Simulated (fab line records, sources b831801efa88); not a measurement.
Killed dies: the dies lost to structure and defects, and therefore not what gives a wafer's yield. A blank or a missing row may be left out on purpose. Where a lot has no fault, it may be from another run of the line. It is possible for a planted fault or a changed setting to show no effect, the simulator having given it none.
fab line records | flow sky130
record lots=7 wafers=21 lastDay=50
route steps=708 shown VT_ADJUST_LVTN@109 VT_ADJUST_NCORE@119 VT_ADJUST_HVTR@131 VT_ADJUST_PCH@144 PAD_OPEN@708
lots that met no fault: from a run of the same line without faults
startH: the number of hours between the record's first day and the start of the first shown wafer of the lot | waitH: time in hours since the lot's previous step | " as in the row above | L1.1+2: a row that stands for several wafers | - no value, or no start given | * or withheld: withheld | < > ~ a bound
route shown NAME@n: names a module that has steps shown in the file, with the first one's number in the route | usual: mean/standard deviation of fault-free wafers | same: alike in all rows | chamber/n: place in a boat | sites: per-site readings | _std_site: the standard deviation of these | _edge_site: the outer-site mean with the inner-site mean subtracted | radiusMm: for every site, how far away it sits from the centre of the wafer | mask NAME#n: copy n | behind: tool/chamber where the wafer was last shaped | hold: what put the lot on hold/how long, in hours/how the hold closed | device: the transistor (n, p or np) that didn't switch | end of line: the route-end tests of the same wafers | where a step has no rows: the recipe by itself | killed: not the wafer's yield, but the dies lost to structure and defects at the first sort | map: shows each die of a wafer: x if killed, . if not, _ if none is there
set.NAME: the run value of the setting; set.NAME@STEP: its run value at that earlier step | model.NAME: the simulator's own value behind a step, which no gauge read
lots at selected steps of the route; one table per step, one row per wafer
services: the hour from which a tool's chamber was out of use, counted from the record's first day as startH (under 0 if before that day), plus the number of hours and why
## steps
# step SKY_VT_ADJUST_LVTN_HMDS_12
# recipe primeTimeS=60 primeTempC=120
# step SKY_VT_ADJUST_LVTN_COAT_13
# recipe resist=NOVOLAK spinRpm=3000 resistThkNm=1140
# step SKY_VT_ADJUST_LVTN_SOFTBAKE_14
# recipe tempC=90 timeS=60 resist=NOVOLAK
# step SKY_VT_ADJUST_LVTN_EXPOSE_15
# recipe maskId=HVN_STD_DERIVED na=0.6 sourceShape=conventional sigmaOuter=0.6 polarization=unpolarized targetCdNm=600 doseMj=163
# step SKY_VT_ADJUST_LVTN_PEB_16
# recipe tempC=withheld timeS=* resist=NOVOLAK
# step SKY_VT_ADJUST_LVTN_DEVELOP_17
# recipe resist=NOVOLAK developer=TMAH developTimeS=60 devTempC=23
# step SKY_VT_ADJUST_LVTN_OVL_MEAS_18
# usual VT_ADJUST_LVTN_01_OVL=0.6/1.5
# columns lot.wafer tool chamber startH waitH VT_ADJUST_LVTN_01_OVL[nm]
L507.1 overlay-01 - 172.75 0.1 2.8
L507.5 " - " " 2.4
L507.6 " - " " 3.1
L512.1 overlay-01 - 209.57 0.1 1.7
L512.3 " - " " 3.0
L512.6 " - " " 2.1
L513.1 overlay-02 - 215.55 0.1 0.4
L513.3 " - " " 2.3
L513.4 " - " " 0.7
L514.1 overlay-02 - 220.30 0.1 0.7
L514.2 " - " " 0.6
L514.3 " - " " 0.4
L517.2 overlay-01 - 244.96 0.1 -1.0
L517.4 " - " " 0.0
L517.5 " - " " -0.9
L523.2 overlay-01 - 284.06 0.1 -1.6
L523.4 " - " " -2.5
L523.5 " - " " -0.4
L528.4 overlay-01 - 316.48 0.1 -0.3
L528.5 " - " " 0.0
L528.6 " - " " 1.2
# step SKY_VT_ADJUST_LVTN_IMPLANT_19
# recipe species=B energyKev=30 doseCm2=6.5e+11 tiltDeg=withheld
# step SKY_VT_ADJUST_LVTN_STRIP_20
# recipe chemistry=O2/N2 powerW=1400 pressureMtorr=1500 platenTempC=withheld o2FlowSccm=3000 n2FlowSccm=300 overashFraction=0.5
# usual drypumpMotorCurrentA=5.4/0.42 o2FlowSccm=3000/9.7 oesProductAu=0.716/0.0047 stripTimeToEndpointS=14.19/0.037
# columns lot.wafer tool chamber startH waitH drypumpMotorCurrentA o2FlowSccm oesProductAu rfHoursCounterH stripTimeToEndpointS
L507.1 plasmaAsher-04 0 172.94 0.1 5.6 3010 0.711 36 14.22
L507.5 " 1 " " 5.0 2994 0.711 - 14.21
L507.6 " 0 " " 5.6 2990 0.714 - 14.16
L512.1 plasmaAsher-02 1 209.75 0.1 4.7 2996 0.721 53 14.25
L512.3 " 0 " " 5.8 3005 0.716 - 14.24
L512.6 " 1 " " 4.7 2996 0.722 - 14.25
L513.1 plasmaAsher-02 1 215.73 0.1 4.7 2995 0.707 54 14.18
L513.3 " 0 " " 5.9 2981 0.718 - 14.15
L513.4 " 1 " " 4.7 3002 0.713 - 14.17
L514.1 plasmaAsher-02 0 220.48 0.1 5.9 3017 0.703 54 14.18
L514.2 " 1 " " 4.7 3001 0.713 54 14.19
L514.3 " 1 " " 4.7 3012 0.718 - 14.21
L517.2 plasmaAsher-04 0 245.14 0.1 5.6 3008 0.715 43 14.21
L517.4 " 1 " " 5.0 3012 0.723 - 14.23
L517.5 " 0 " " 5.6 3011 0.725 - 14.22
L523.2 plasmaAsher-04 1 284.24 0.1 5.0 3003 0.706 47 14.14
L523.4 " 0 " " 5.6 3000 0.719 - 14.18
L523.5 " 1 " " 5.1 3008 0.718 - 14.16
L528.4 plasmaAsher-04 1 316.69 0.1 5.0 3001 0.730 - 14.22
L528.5 " 1 " " 5.0 2988 0.726 - 14.24
L528.6 " 0 " " 5.6 3007 0.719 - 14.23
# step SKY_VT_ADJUST_LVTN_TW_MEAS_21
# usual VT_ADJUST_LVTN_2_TW=187.9/1.1
# columns lot.wafer tool chamber startH waitH VT_ADJUST_LVTN_2_TW
L507.1 filmMetro-03 - 173.04 0.1 187.0
L507.5 " - " " 186.9
L507.6 " - " " 186.4
L512.1 filmMetro-01 - 209.85 0.1 188.9
L512.3 " - " " 186.9
L512.6 " - " " 188.3
L513.1 filmMetro-01 - 215.83 0.1 187.6
L513.3 " - " " 187.9
L513.4 " - " " 187.5
L514.1 filmMetro-04 - 220.58 0.1 188.2
L514.2 " - " " 188.5
L514.3 " - " " 186.9
L517.2 filmMetro-03 - 245.25 0.1 185.9
L517.4 " - " " 186.3
L517.5 " - " " 186.4
L523.2 filmMetro-03 - 284.35 0.1 186.7
L523.4 " - " " 187.5
L523.5 " - " " 187.2
L528.4 filmMetro-03 - 316.78 0.1 186.8
L528.5 " - " " 186.2
L528.6 " - " " 187.1
# step SKY_VT_ADJUST_NCORE_DEHYDRATE_00
# recipe tempC=200 timeS=60
# step SKY_VT_ADJUST_NCORE_HMDS_01
# recipe primeTimeS=60 primeTempC=120
# step SKY_VT_ADJUST_NCORE_COAT_02
# recipe resist=NOVOLAK spinRpm=3000 resistThkNm=1140
# usual chillPlateTempC=23.03/0.11 dispensePressureKPa=53.9/1
# columns lot.wafer tool chamber startH waitH chillPlateTempC dispensePressureKPa
L507.1 lithoTrack-04 0 183.45 0.1 23.00 52.7
L507.5 " 0 " " 23.03 52.7
L507.6 " 0 " " 23.06 52.7
L512.1 lithoTrack-01 - 220.75 0.1 - -
L512.3 " - " " - -
L512.6 " - " " - -
L513.1 lithoTrack-01 - 226.45 0.1 - -
L513.3 " - " " - -
L513.4 " - " " - -
L514.1 lithoTrack-03 - 231.50 0.1 - -
L514.2 " - " " - -
L514.3 " - " " - -
L517.2 lithoTrack-04 0 256.57 0.1 22.76 52.6
L517.4 " 0 " " 23.13 52.7
L517.5 " 0 " " 23.02 52.6
L523.2 lithoTrack-04 0 296.57 0.1 22.99 52.7
L523.4 " 0 " " 22.84 52.7
L523.5 " 0 " " 22.93 52.7
L528.4 lithoTrack-03 0 329.47 0.1 23.10 54.6
L528.5 " 0 " " 23.20 54.6
L528.6 " 0 " " 23.17 54.7
# step SKY_VT_ADJUST_NCORE_SOFTBAKE_03
# recipe tempC=90 timeS=60 resist=NOVOLAK
# step SKY_VT_ADJUST_NCORE_EXPOSE_04
# recipe maskId=LVTN_COMPLEMENT_THIN na=0.6 sourceShape=conventional sigmaOuter=0.6 polarization=unpolarized targetCdNm=380 doseMj=139
# step SKY_VT_ADJUST_NCORE_PEB_05
# recipe tempC=withheld timeS=* resist=NOVOLAK
# step SKY_VT_ADJUST_NCORE_DEVELOP_06
# recipe resist=NOVOLAK developer=TMAH developTimeS=60 devTempC=23
# step SKY_VT_ADJUST_NCORE_CD_MEAS_07
# recipe targetCdNm=380
# usual cdNm=380.2/2.5
# columns lot.wafer tool chamber startH waitH cdNm
L507.1 cdSem-01 - 194.40 0.1 381.7
L507.5 " - " " 381.3
L507.6 " - " " 387.3
L512.1 cdSem-02 - 232.10 0.1 -
L512.3 " - " " -
L512.6 " - " " -
L513.1 cdSem-02 - 237.80 0.1 -
L513.3 " - " " -
L513.4 " - " " -
L514.1 cdSem-01 - 242.95 0.1 -
L514.2 " - " " -
L514.3 " - " " -
L517.2 cdSem-01 - 268.46 0.1 379.6
L517.4 " - " " 380.1
L517.5 " - " " 380.8
L523.2 cdSem-02 - 309.12 0.1 380.2
L523.4 " - " " 381.4
L523.5 " - " " 378.2
L528.4 cdSem-02 - 343.20 0.1 382.3
L528.5 " - " " 380.8
L528.6 " - " " 382.7
# step SKY_VT_ADJUST_NCORE_OVL_MEAS_08
# usual VT_ADJUST_NCORE_OVL=-1.4/1.3
# columns lot.wafer tool chamber startH waitH VT_ADJUST_NCORE_OVL[nm]
L507.1 overlay-02 - 194.52 0.1 -1.7
L507.5 " - " " -0.2
L507.6 " - " " -1.0
L512.1 overlay-01 - 232.22 0.1 -
L512.3 " - " " -
L512.6 " - " " -
L513.1 overlay-01 - 237.92 0.1 -
L513.3 " - " " -
L513.4 " - " " -
L514.1 overlay-02 - 243.07 0.1 -
L514.2 " - " " -
L514.3 " - " " -
L517.2 overlay-01 - 268.57 0.1 -0.8
L517.4 " - " " 0.4
L517.5 " - " " -1.7
L523.2 overlay-02 - 309.22 0.1 0.8
L523.4 " - " " -0.9
L523.5 " - " " -1.7
L528.4 overlay-02 - 343.28 0.1 -0.9
L528.5 " - " " -0.5
L528.6 " - " " -0.9
# step SKY_VT_ADJUST_NCORE_IMPLANT_09
# recipe species=B energyKev=10 doseCm2=2.4e+12 tiltDeg=withheld
# step SKY_VT_ADJUST_NCORE_STRIP_10
# recipe chemistry=O2/N2 powerW=1400 pressureMtorr=1500 platenTempC=withheld o2FlowSccm=3000 n2FlowSccm=300 overashFraction=0.5
# usual drypumpMotorCurrentA=5.6/0.39 o2FlowSccm=2999/8.7 oesProductAu=0.716/0.0047 stripTimeToEndpointS=14.16/0.043
# columns lot.wafer tool chamber startH waitH drypumpMotorCurrentA o2FlowSccm oesProductAu rfHoursCounterH stripTimeToEndpointS
L507.1 plasmaAsher-01 0 194.70 0.1 5.5 2997 0.715 8 14.19
L507.5 " 1 " " 5.5 2997 0.713 - 14.20
L507.6 " 0 " " 5.5 2997 0.716 - 14.14
L512.1 plasmaAsher-02 1 232.41 0.1 4.7 3003 - 55 -
L512.3 " 0 " " 5.9 3001 - - -
L512.6 " 1 " " 4.7 2993 - - -
L513.1 plasmaAsher-02 1 238.11 0.1 4.7 2999 - 56 -
L513.3 " 0 " " 5.8 3006 - - -
L513.4 " 1 " " 4.7 3009 - - -
L514.1 plasmaAsher-02 1 243.25 0.1 4.7 3003 - 56 -
L514.2 " 0 " " 5.9 2986 - 56 -
L514.3 " 1 " " 4.7 3014 - - -
L517.2 plasmaAsher-03 0 268.75 0.1 6.0 3000 0.710 59 14.08
L517.4 " 0 " " 6.0 2993 0.715 - 14.07
L517.5 " 0 " " 6.0 2995 0.721 - 14.10
L523.2 plasmaAsher-01 0 309.40 0.1 5.5 2976 0.717 19 14.13
L523.4 " 1 " " 5.5 2998 0.723 - 14.17
L523.5 " 1 " " 5.5 2999 0.716 - 14.12
L528.4 plasmaAsher-01 0 343.48 0.1 5.4 2998 0.719 - 14.20
L528.5 " 0 " " 5.5 3006 0.716 - 14.18
L528.6 " 1 " " 5.5 2998 0.706 - 14.17
# step SKY_VT_ADJUST_NCORE_TW_MEAS_11
# usual VT_ADJUST_NCORE_TW=219.5/1.2
# columns lot.wafer tool chamber startH waitH VT_ADJUST_NCORE_TW
L507.1 filmMetro-04 - 194.80 0.1 221.5
L507.5 " - " " 220.6
L507.6 " - " " 222.0
L512.1 filmMetro-01 - 232.51 0.1 219.2
L512.3 " - " " 218.9
L512.6 " - " " 220.5
L513.1 filmMetro-01 - 238.21 0.1 218.7
L513.3 " - " " 219.1
L513.4 " - " " 219.9
L514.1 filmMetro-01 - 243.35 0.1 218.5
L514.2 " - " " 218.7
L514.3 " - " " 218.3
L517.2 filmMetro-04 - 268.86 0.1 220.6
L517.4 " - " " 220.5
L517.5 " - " " 219.6
L523.2 filmMetro-02 - 309.51 0.1 220.4
L523.4 " - " " 219.6
L523.5 " - " " 219.4
L528.4 filmMetro-02 - 343.58 0.1 218.0
L528.5 " - " " 217.8
L528.6 " - " " 219.0
# step SKY_VT_ADJUST_HVTR_DEHYDRATE_00
# recipe tempC=200 timeS=60
# step SKY_VT_ADJUST_HVTR_HMDS_01
# recipe primeTimeS=60 primeTempC=120
# step SKY_VT_ADJUST_HVTR_COAT_02
# recipe resist=NOVOLAK spinRpm=3000 resistThkNm=1140
# step SKY_VT_ADJUST_HVTR_SOFTBAKE_03
# recipe tempC=90 timeS=60 resist=NOVOLAK
# step SKY_VT_ADJUST_HVTR_EXPOSE_04
# recipe maskId=HVTRM targetCdNm=380 na=0.6 sourceShape=conventional sigmaOuter=0.6 doseMj=148
# step SKY_VT_ADJUST_HVTR_PEB_05
# recipe tempC=withheld timeS=* resist=NOVOLAK
# step SKY_VT_ADJUST_HVTR_DEVELOP_06
# recipe developTimeS=60 devTempC=23
# step SKY_VT_ADJUST_HVTR_CD_MEAS_07
# recipe targetCdNm=380
# usual cdNm=380.4/2.9
# columns lot.wafer tool chamber startH waitH cdNm
L507.1 cdSem-01 - 216.67 0.1 382.9
L507.5 " - " " 381.4
L507.6 " - " " 379.7
L512.1 cdSem-02 - 254.94 0.1 375.1
L512.3 " - " " 377.0
L512.6 " - " " 375.4
L513.1 cdSem-01 - 261.24 0.1 379.1
L513.3 " - " " 377.2
L513.4 " - " " 377.3
L514.1 cdSem-02 - 266.29 0.1 380.6
L514.2 " - " " 383.6
L514.3 " - " " 381.9
L517.2 cdSem-02 - 293.83 0.2 385.7
L517.4 " - " " 386.8
L517.5 " - " " 386.2
L523.2 cdSem-02 - 334.59 0.1 382.1
L523.4 " - " " 380.9
L523.5 " - " " 378.7
L528.4 cdSem-02 - 370.90 0.1 379.7
L528.5 " - " " 379.9
L528.6 " - " " 377.4
# step SKY_VT_ADJUST_HVTR_OVL_MEAS_08
# usual VT_ADJUST_HVTR_OVL=1.5/1.6
# columns lot.wafer tool chamber startH waitH VT_ADJUST_HVTR_OVL[nm]
L507.1 overlay-01 - 216.79 0.1 -1.3
L507.5 " - " " -0.7
L507.6 " - " " -1.9
L512.1 overlay-02 - 255.06 0.1 1.1
L512.3 " - " " 3.4
L512.6 " - " " 3.1
L513.1 overlay-02 - 261.36 0.1 4.0
L513.3 " - " " 3.1
L513.4 " - " " 1.8
L514.1 overlay-01 - 266.41 0.1 0.3
L514.2 " - " " 0.8
L514.3 " - " " 0.1
L517.2 overlay-01 - 293.94 0.1 1.1
L517.4 " - " " 2.7
L517.5 " - " " 3.8
L523.2 overlay-02 - 334.69 0.1 1.6
L523.4 " - " " 0.8
L523.5 " - " " 2.4
L528.4 overlay-02 - 370.98 0.1 0.6
L528.5 " - " " -0.6
L528.6 " - " " 0.9
# step SKY_VT_ADJUST_HVTR_IMPLANT_09
# recipe species=B energyKev=10 doseCm2=2.1e+12 tiltDeg=withheld
# step SKY_VT_ADJUST_HVTR_STRIP_10
# recipe chemistry=O2/N2 powerW=1400 pressureMtorr=1500 platenTempC=withheld o2FlowSccm=3000 n2FlowSccm=300 overashFraction=0.5
# usual drypumpMotorCurrentA=5.53/0.25 o2FlowSccm=2998/11 oesProductAu=0.716/0.0049 stripTimeToEndpointS=14.16/0.041
# columns lot.wafer tool chamber startH waitH drypumpMotorCurrentA o2FlowSccm oesProductAu rfHoursCounterH stripTimeToEndpointS
L507.1 plasmaAsher-01 0 216.97 0.1 5.47 3008 0.712 10 14.08
L507.5 " 1 " " 5.49 2986 0.709 - 14.07
L507.6 " 0 " " 5.44 3000 0.714 - 14.14
L512.1 plasmaAsher-03 0 255.25 0.1 6.02 2994 0.712 58 14.16
L512.3 " 1 " " 5.59 2998 0.719 - 14.16
L512.6 " 0 " " 6.03 3003 0.717 - 14.15
L513.1 plasmaAsher-01 0 261.55 0.1 5.48 3007 0.721 14 14.15
L513.3 " 0 " " 5.42 3009 0.714 - 14.12
L513.4 " 1 " " 5.49 3001 0.720 - 14.15
L514.1 plasmaAsher-03 0 266.60 0.1 6.00 3000 0.711 59 14.16
L514.2 " 1 " " 5.57 2999 0.714 59 14.17
L514.3 " 1 " " 5.59 2989 0.716 - 14.12
L517.2 plasmaAsher-01 0 294.15 0.1 5.40 3011 0.711 17 14.15
L517.4 " 0 " " 5.42 2998 0.710 - 14.15
L517.5 " 1 " " 5.46 2999 0.711 - 14.16
L523.2 plasmaAsher-04 1 334.87 0.1 5.04 2996 0.720 52 14.21
L523.4 " 1 " " 5.03 2991 0.717 - 14.21
L523.5 " 1 " " 5.04 2999 0.720 - 14.23
L528.4 plasmaAsher-01 1 371.18 0.1 5.50 2995 0.713 - 14.19
L528.5 " 1 " " 5.52 3000 0.722 - 14.19
L528.6 " 0 " " 5.46 2977 0.718 - 14.17
# step SKY_VT_ADJUST_HVTR_TW_MEAS_11
# usual VT_ADJUST_HVTR_TW=210.6/1.7
# columns lot.wafer tool chamber startH waitH hold VT_ADJUST_HVTR_TW
L507.1 filmMetro-04 - 217.07 0.1 - 211.2
L507.5 " - " " - 211.3
L507.6 " - " " - 210.8
L512.1 filmMetro-03 - 255.35 0.1 awaitDispo/0.2h/release 262.4
L512.3 " - " " awaitDispo/0.2h/release 260.3
L512.6 " - " " awaitDispo/0.2h/release 260.8
L512.1 filmMetro-03 - 255.58 0.2 - 260.9
L512.3 " - " " - 262.0
L512.6 " - " " - 261.6
L513.1 filmMetro-02 - 261.65 0.1 awaitDispo/0.2h/release 262.6
L513.3 " - " " awaitDispo/0.2h/release 263.6
L513.4 " - " " awaitDispo/0.2h/release 263.3
L513.1 filmMetro-02 - 261.90 0.2 - 262.4
L513.3 " - " " - 262.1
L513.4 " - " " - 262.6
L514.1 filmMetro-03 - 266.70 0.1 awaitDispo/0.2h/release 262.4
L514.2 " - " " awaitDispo/0.2h/release 262.3
L514.3 " - " " awaitDispo/0.2h/release 261.3
L514.1 filmMetro-03 - 266.93 0.2 - 259.9
L514.2 " - " " - 262.5
L514.3 " - " " - 261.5
L517.2 filmMetro-04 - 294.26 0.1 - 213.3
L517.4 " - " " - 210.5
L517.5 " - " " - 211.9
L523.2 filmMetro-02 - 334.98 0.1 - 210.5
L523.4 " - " " - 210.1
L523.5 " - " " - 209.4
L528.4 filmMetro-03 - 371.28 0.1 - 208.0
L528.5 " - " " - 207.6
L528.6 " - " " - 208.3
# step SKY_VT_ADJUST_PCH_HMDS_01
# recipe primeTimeS=60 primeTempC=120
# step SKY_VT_ADJUST_PCH_COAT_02
# recipe spinRpm=2000 resistThkNm=3000
# step SKY_VT_ADJUST_PCH_SOFTBAKE_03
# recipe tempC=110 timeS=withheld
# step SKY_VT_ADJUST_PCH_EXPOSE_04
# recipe maskId=NWM na=0.6 sourceShape=conventional sigmaOuter=0.6 polarization=unpolarized targetCdNm=840 doseMj=255
# step SKY_VT_ADJUST_PCH_PEB_05
# recipe tempC=115 timeS=withheld
# step SKY_VT_ADJUST_PCH_DEVELOP_06
# recipe wallAngleDeg=90 developer=TMAH developTimeS=60 devTempC=23
# step SKY_VT_ADJUST_PCH_OVL_MEAS_07
# usual VT_ADJUST_PCH_OVL=0.2/1.5
# columns lot.wafer tool chamber startH waitH VT_ADJUST_PCH_OVL[nm]
L507.1 overlay-02 - 238.95 - 1.7
L507.5 " - " " 2.8
L507.6 " - " " 1.6
L512.1 overlay-02 - 279.40 - 1.2
L512.3 " - " " 2.5
L512.6 " - " " 1.7
L513.1 overlay-02 - 285.80 - 0.9
L513.3 " - " " 1.7
L513.4 " - " " 1.1
L514.1 overlay-01 - 291.40 - 2.2
L514.2 " - " " 2.8
L514.3 " - " " 3.4
L517.2 overlay-02 - 319.10 - 0.3
L517.4 " - " " -1.6
L517.5 " - " " -1.9
L523.2 overlay-01 - 363.06 - -0.1
L523.4 " - " " -2.3
L523.5 " - " " -1.6
L528.4 overlay-01 - 398.81 - -0.3
L528.5 " - " " -2.0
L528.6 " - " " -1.5
# step SKY_VT_ADJUST_PCH_TW_MEAS_10
# usual VT_ADJUST_PCH_TW=142.4/0.76
# columns lot.wafer tool chamber startH waitH hold VT_ADJUST_PCH_TW
L507.1 filmMetro-01 - 239.23 0.1 - 143.5
L507.5 " - " " - 142.4
L507.6 " - " " - 142.0
L512.1 filmMetro-02 - 279.69 0.1 awaitDispo/0.2h/release 230.7
L512.3 " - " " awaitDispo/0.2h/release 231.0
L512.6 " - " " awaitDispo/0.2h/release 230.6
L512.1 filmMetro-02 - 279.91 0.2 - 230.8
L512.3 " - " " - 230.2
L512.6 " - " " - 231.5
L513.1 filmMetro-01 - 286.08 0.1 awaitDispo/0.2h/release 230.9
L513.3 " - " " awaitDispo/0.2h/release 230.6
L513.4 " - " " awaitDispo/0.2h/release 230.4
L513.1 filmMetro-01 - 286.41 0.3 - 229.8
L513.3 " - " " - 230.2
L513.4 " - " " - 231.5
L514.1 filmMetro-01 - 291.68 0.1 awaitDispo/0.2h/release 232.8
L514.2 " - " " awaitDispo/0.2h/release 231.9
L514.3 " - " " awaitDispo/0.2h/release 231.8
L514.1 filmMetro-01 - 291.91 0.2 - 232.9
L514.2 " - " " - 232.3
L514.3 " - " " - 230.6
L517.2 filmMetro-03 - 319.39 0.1 - 142.0
L517.4 " - " " - 142.0
L517.5 " - " " - 141.1
L523.2 filmMetro-02 - 363.35 0.1 - 143.4
L523.4 " - " " - 143.5
L523.5 " - " " - 142.5
L528.4 filmMetro-02 - 399.11 0.1 - 143.0
L528.5 " - " " - 142.3
L528.6 " - " " - 142.9
# step SKY_PAD_OPEN_PROBE_99
# usual defectLimitedYield=82.2/1.8 killed_at_M0_to_M3=44/7.1 killed_at_M4_up=3.1/1.9 killedAtContacts=25/5.8 killedAtFrontEnd=16/4.5 killedAtOther=0.3/0.52 killedDies=88/9.1 killedOnRim=17/4 killedOpen=48/6.8 killedShort=39/5.8 sort_bin_3_pad_short=0.9/0.4 sort_bin_5_function=10.6/1.4 sort_bin_6_memory=6.3/1.1 sortNPass=404/9.1 sortYieldPct=82.2/1.8
# same grossDies=492 killedAtBackSide=0 sort_bin_4_leakage[%]=0 sort_bin_8_speed[%]=0
# columns lot.wafer tool chamber startH waitH defectLimitedYield[%] killed_at_M0_to_M3 killed_at_M4_up killedAtContacts killedAtFrontEnd killedAtOther killedDies killedOnRim killedOpen killedShort sort_bin_3_pad_short[%] sort_bin_5_function[%] sort_bin_6_memory[%] sortNPass sortYieldPct[%]
L507.1 prober-01 - 1089.91 0.1 83.9 35 5 21 18 0 79 10 47 32 1.0 10.0 5.1 413 83.9
L507.5 prober-01 - 1090.11 0.2 81.3 49 2 22 19 0 92 18 53 36 0.6 12.2 5.9 400 81.3
L507.6 prober-01 - 1090.16 0.2 83.3 41 4 19 18 0 82 18 42 39 0.6 10.6 5.5 410 83.3
L517.2 prober-01 - 1148.01 0.1 81.5 42 3 31 15 0 91 15 56 35 1.2 10.2 7.1 401 81.5
L517.4 prober-01 - 1148.11 0.2 84.6 28 2 15 31 0 76 16 37 39 0.6 9.1 5.7 416 84.6
L517.5 prober-01 - 1148.16 0.2 83.7 37 1 24 18 0 80 18 45 35 0.6 10.0 5.7 412 83.7
L523.2 prober-01 - 1176.62 0.1 81.3 48 3 25 16 0 92 24 47 45 1.4 9.8 7.5 400 81.3
L523.4 prober-01 - 1176.72 0.2 80.7 51 1 25 18 0 95 22 58 36 0.8 12.8 5.7 397 80.7
L523.5 prober-01 - 1176.77 0.2 82.5 42 6 24 14 0 86 20 54 32 0.6 10.8 6.1 406 82.5
# killed by level:class
L507.1 VIA1:geometricParticle:open=10 CONTACT:geometricParticle:open=10 CONTACT:geometricParticle:short=5 VIA2:geometricParticle:open=5 FIELD_ISO:geometricParticle:short=4 POLY_GATE:geometricParticle:open=4 POLY_GATE:geometricParticle:short=4 LI_CONTACT:geometricParticle:open=4
L507.5 CONTACT:geometricParticle:open=11 METAL2:geometricParticle:short=11 VIA2:geometricParticle:open=9 VIA1:geometricParticle:open=8 VIA3:geometricParticle:open=7 FIELD_ISO:geometricParticle:open=5 VIA3:geometricParticle:short=5 LI_CONTACT:geometricParticle:open=4
L507.6 VIA1:geometricParticle:open=7 METAL1:geometricParticle:short=7 VIA3:geometricParticle:open=6 LI_CONTACT:geometricParticle:open=5 CONTACT:geometricParticle:open=5 POLY_GATE:geometricParticle:open=4 VIA1:geometricParticle:short=4 CONTACT:geometricParticle:short=4
L517.2 VIA1:geometricParticle:open=13 CONTACT:geometricParticle:open=12 LI_CONTACT:geometricParticle:open=9 VIA2:geometricParticle:open=6 CONTACT:geometricParticle:short=5 VIA3:geometricParticle:open=5 FIELD_ISO:geometricParticle:open=4 POLY_GATE:geometricParticle:open=4
L517.4 VIA1:geometricParticle:open=10 FIELD_ISO:geometricParticle:short=8 POLY_GATE:geometricParticle:short=7 POLY_GATE:geometricParticle:open=6 VIA3:geometricParticle:open=5 FIELD_ISO:geometricParticle:open=4 VIA1:geometricParticle:short=4 SPACER:geometricParticle:short=4
L517.5 METAL2:geometricParticle:short=10 CONTACT:geometricParticle:open=8 VIA1:geometricParticle:open=6 VIA2:geometricParticle:open=6 LI_CONTACT:geometricParticle:open=5 LOCAL_INTERCONNECT:geometricParticle:short=5 VIA3:geometricParticle:open=5 FIELD_ISO:geometricParticle:open=4
L523.2 CONTACT:geometricParticle:open=13 VIA1:geometricParticle:open=10 METAL2:geometricParticle:short=9 VIA3:geometricParticle:open=8 METAL1:geometricParticle:short=6 VIA1:geometricParticle:short=6 FIELD_ISO:geometricParticle:short=5 POLY_GATE:geometricParticle:short=4
L523.4 VIA1:geometricParticle:open=17 CONTACT:geometricParticle:open=9 METAL1:geometricParticle:short=7 FIELD_ISO:geometricParticle:open=6 LI_CONTACT:geometricParticle:open=6 VIA1:geometricParticle:short=6 VIA3:geometricParticle:open=6 CONTACT:geometricParticle:short=5
L523.5 VIA3:geometricParticle:open=15 CONTACT:geometricParticle:open=11 VIA1:geometricParticle:open=10 LI_CONTACT:geometricParticle:open=7 VIA1:geometricParticle:short=5 METAL4:geometricParticle:short=5 FIELD_ISO:geometricParticle:open=4 LOCAL_INTERCONNECT:geometricParticle:short=4
## services
# columns tool chamber startH hours kind
plasmaAsher-02 - 203.82 4.0 pm
plasmaAsher-02 - 211.80 1.2 repair
plasmaAsher-01 - 232.03 2.3 repair
plasmaAsher-02 - 303.53 2.1 repair
plasmaAsher-03 - 304.21 1.6 repair
lithoTrack-03 - 352.32 - consumableReplace:filter
## key
firstSign step=SKY_VT_ADJUST_NCORE_COAT_02 reading=toolRecord direction=missing
effect step=SKY_VT_ADJUST_NCORE_CD_MEAS_07 reading=cdNm direction=missing
effect step=SKY_VT_ADJUST_NCORE_OVL_MEAS_08 reading=VT_ADJUST_NCORE_OVL direction=missing
effect step=SKY_VT_ADJUST_HVTR_TW_MEAS_11 reading=visit direction=added
effect step=SKY_VT_ADJUST_HVTR_TW_MEAS_11 reading=VT_ADJUST_HVTR_TW direction=up sigmas=31 usual=210.6 struck=262.1
effect step=SKY_VT_ADJUST_PCH_TW_MEAS_10 reading=VT_ADJUST_PCH_TW direction=up sigmas=99+ usual=142.4 struck=231.2
metAt SKY_VT_ADJUST_NCORE_COAT_02
struckWafers L512.1,L512.3,L512.6,L513.1,L513.3,L513.4,L514.1,L514.2,L514.3
scrappedBehind SKY_VT_ADJUST_PCH_TW_MEAS_10 L512.1,L512.3,L512.6,L513.1,L513.3,L513.4,L514.1,L514.2,L514.3
fault kind=skippedStepWhole tool=lithoTrack-01,lithoTrack-03 chamber=- onsetH=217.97 steps=SKY_VT_ADJUST_NCORE_COAT_02 scope=struckLotsOnly
